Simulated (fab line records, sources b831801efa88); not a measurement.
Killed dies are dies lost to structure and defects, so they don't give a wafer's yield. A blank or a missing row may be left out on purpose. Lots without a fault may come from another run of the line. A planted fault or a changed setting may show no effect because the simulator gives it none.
Which tool did it? | flow sky130 | 12 lots, 35 wafers sampled, at 4 steps of a route of 708

WHAT THE GAUGES READ, wafer by wafer
SKY_VIA2_CD_MEAS_12: target cd 200 nm. Usual: cd_nm 200.2 nm, standard deviation 1.7.
lot  | measured     | on        | cd_nm (nm)        | flag
L196 | day 36 15:14 | cd_sem-02 | 196.8 198.1 198.1 |
L198 | day 37 14:18 | cd_sem-02 | 196.5 196.3 197.3 |
L199 | day 37 16:47 | cd_sem-01 | 202.0 202.1 201.2 |
L201 | day 38 08:32 | cd_sem-02 | 200.3 199.7 200.1 |
L202 | day 38 12:07 | cd_sem-01 | 202.3 202.8 201.1 |
L204 | day 39 05:05 | cd_sem-02 | 198.9 198.5 199.8 |
L205 | day 39 16:11 | cd_sem-01 | 201.4 199.7 202.1 |
L206 | day 39 22:50 | cd_sem-02 | 201.4 198.8 202.1 |
L207 | day 40 07:50 | cd_sem-02 | 199.5 199.1 200.4 |
L208 | day 40 08:56 | cd_sem-02 | 202.0 201.1 201.2 |
L215 | day 42 06:14 | cd_sem-01 | 199.8 199.0       |
L217 | day 42 20:29 | cd_sem-02 | 200.1 199.9 200.3 |

SKY_VIA4_THK_MEAS_01. Usual: VIA4_HDPCVD_THK 1748 nm, standard deviation 36.
lot  | measured     | on            | VIA4_HDPCVD_THK (nm) | flag
L196 | day 42 04:52 | film_metro-01 | 1772 1806 1793       |
L198 | day 43 00:12 | film_metro-01 | 1802 1774 1795       |
L199 | day 43 04:34 | film_metro-02 | 1758 1740 1762       |
L201 | day 43 16:08 | film_metro-01 | 1763 1766 1757       |
L202 | day 43 20:35 | film_metro-01 | 1760 1787 1796       |
L204 | day 44 12:34 | film_metro-02 | 1795 1774 1755       |
L205 | day 44 21:40 | film_metro-02 | 1712 1718 1703       |
L206 | day 45 01:41 | film_metro-03 | 1768 1789 1769       |
L207 | day 45 11:09 | film_metro-02 | 1802 1767 1787       |
L208 | day 45 14:04 | film_metro-01 | 1703 1720 1720       |
L215 | day 47 04:14 | film_metro-01 | 1645 1733            |
L217 | day 47 17:38 | film_metro-03 | 1726 1725 1629       |

WHICH TOOL RAN EACH LOT (tool, then ch and the chambers of the sampled wafers, then the start)
lot  | SKY_VIA2_CMP_02               | SKY_VIA4_HDPCVD_00
L196 | cmp-01 ch 0,1,2, day 35 12:37 | hdpcvd-02 ch 1,2, day 42 04:40
L198 | cmp-02 ch 1,2,3, day 36 12:17 | hdpcvd-02 ch 1,2, day 43 00:01
L199 | cmp-02 ch 0,2,3, day 36 14:07 | hdpcvd-01 ch 0,1, day 43 04:24
L201 | cmp-01 ch 0,1,3, day 37 06:41 | hdpcvd-02 ch 0,2, day 43 15:56
L202 | cmp-02 ch 0,1,2, day 37 09:34 | hdpcvd-02 ch 1,2, day 43 20:25
L204 | cmp-01 ch 2,3, day 38 03:45   | hdpcvd-02 ch 0,1, day 44 12:22
L205 | cmp-01 ch 0,1, day 38 15:19   | hdpcvd-01 ch 0,1,2, day 44 21:29
L206 | cmp-01 ch 0,1,3, day 38 21:22 | hdpcvd-02 ch 0,1,2, day 45 01:30
L207 | cmp-02 ch 0,1,2, day 39 07:10 | hdpcvd-02 ch 0,1, day 45 10:58
L208 | cmp-02 ch 0,1,3, day 39 07:52 | hdpcvd-01 ch 0,1, day 45 13:52
L215 | cmp-01 ch 0,3, day 41 06:34   | hdpcvd-01 ch 1,2, day 47 04:06
L217 | cmp-01 ch 1,2, day 41 19:53   | hdpcvd-01 ch 1,2, day 47 17:22
- SKY_VIA2_CMP_02: polishes SiO2.
- SKY_VIA4_HDPCVD_00: deposits SiO2, target thk 1750 nm, time 291.7 s.

WHAT THE TOOLS THEMSELVES READ (means of the sampled wafers that have a number; where no wafer has one, the mark that the record gives instead)
SKY_VIA2_CMP_02. Usual: motor_current_A 12.7 A, standard deviation 1.1.
lot  | tool   | motor_current_A (A) | flag
L196 | cmp-01 | 13.0                |
L198 | cmp-02 | 12.1                |
L199 | cmp-02 | 12.7                |
L201 | cmp-01 | 13.1                |
L202 | cmp-02 | 13.3                |
L204 | cmp-01 | 13.4                |
L205 | cmp-01 | 12.6                |
L206 | cmp-01 | 12.4                |
L207 | cmp-02 | 13.1                |
L208 | cmp-02 | 12.7                |
L215 | cmp-01 | 12.1                |
L217 | cmp-01 | 12.7                |

SKY_VIA4_HDPCVD_00. Usual: run_length_s 319.4 s, standard deviation 0.45.
lot  | tool      | run_length_s (s) | flag
L196 | hdpcvd-02 | 319.2            |
L198 | hdpcvd-02 | 319.4            |
L199 | hdpcvd-01 | 319.6            |
L201 | hdpcvd-02 | 319.0            |
L202 | hdpcvd-02 | 319.0            |
L204 | hdpcvd-02 | 319.4            |
L205 | hdpcvd-01 | 319.4            |
L206 | hdpcvd-02 | 319.2            |
L207 | hdpcvd-02 | 319.3            |
L208 | hdpcvd-01 | 319.5            |
L215 | hdpcvd-01 | 313.0            | OFF
L217 | hdpcvd-01 | 315.4            | OFF

THE ANSWER, worked out from the rows above alone
Rule: a lot is off if the mean of its wafers that have a number lies more than 3 standard deviations from the usual mean. A lot without any number at a reading at which 4 lots or more have one is off too. The other lots that the step has rows for count as sound. The gauges are gone through in route order, then the tools' own readings, and for those a lot's mean is taken as printed above. The first step at which some lot is off is used, and at that step the reading that is off furthest; a lot without a number counts as furthest.
Off: L215, L217, at SKY_VIA4_HDPCVD_00 (run_length_s).
A tool fits if, at that step or a process step before it, it ran every lot that is off, and no sound lot after the first of them. Can't be told from this: 2 tools fit, cmp-01 at SKY_VIA2_CMP_02, hdpcvd-01 at SKY_VIA4_HDPCVD_00.

WHAT THE SIMULATOR HAD PUT IN
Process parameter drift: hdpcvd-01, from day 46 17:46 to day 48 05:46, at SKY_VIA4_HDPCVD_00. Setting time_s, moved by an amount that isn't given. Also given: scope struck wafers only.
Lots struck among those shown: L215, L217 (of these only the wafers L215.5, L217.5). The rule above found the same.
